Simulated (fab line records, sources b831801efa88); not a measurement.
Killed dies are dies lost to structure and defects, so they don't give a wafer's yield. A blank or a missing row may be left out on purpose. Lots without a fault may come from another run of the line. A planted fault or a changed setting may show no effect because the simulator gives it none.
Which tool did it? | flow gf180mcu | 6 lots, 18 wafers sampled, at 2 steps of a route of 602

WHAT THE GAUGES READ, wafer by wafer
GF_LVPWELL_OVL_MEAS_07.
lot  | measured    | on         | LVPWELL_OVL (nm)
L531 | day 4 07:25 | overlay-02 | 3.1 1.9 2.1
L534 | day 5 02:07 | overlay-02 | 1.6 0.2 0.9
L542 | day 6 23:22 | overlay-02 | 2.1 -0.6 -1.8
L545 | day 7 13:52 | overlay-02 | -0.8 0.1 -2.5
L548 | day 8 06:53 | overlay-01 | 1.8 1.6 1.4
L550 | day 8 18:58 | overlay-02 | 0.4 -0.6 0.2

WHICH TOOL RAN EACH LOT (tool, then ch and the chambers of the sampled wafers, then the start)
lot  | GF_LVPWELL_EXPOSE_04
L531 | iline_stepper-02 ch 0, day 4 01:11
L534 | iline_stepper-01 ch 0, day 4 19:30
L542 | iline_stepper-02 ch 0, day 6 15:56
L545 | iline_stepper-01 ch 0, day 7 06:21
L548 | iline_stepper-02 ch 0, day 7 22:37
L550 | iline_stepper-01 ch 0, day 8 10:44
- GF_LVPWELL_EXPOSE_04: exposes mask LVPWELL, target cd 600 nm.

THE ANSWER, worked out from the rows above alone
Rule: what is usual is taken from the lots themselves. Put in order of their means at a reading, lots are off if they are a third of the lots or fewer, leave a main group of 4 or more, and stand apart from it by a gap of 3 or more times the standard deviation of the main group's means; of several such gaps the widest counts. A main group whose means are all the same, to the digits that the tables above print for the reading, isn't used. A lot without any number at a reading at which 4 lots or more have one is off too. The other lots that the step has rows for count as sound.
No lot is off at any reading shown: from this, nothing can be told.

WHAT THE SIMULATOR HAD PUT IN
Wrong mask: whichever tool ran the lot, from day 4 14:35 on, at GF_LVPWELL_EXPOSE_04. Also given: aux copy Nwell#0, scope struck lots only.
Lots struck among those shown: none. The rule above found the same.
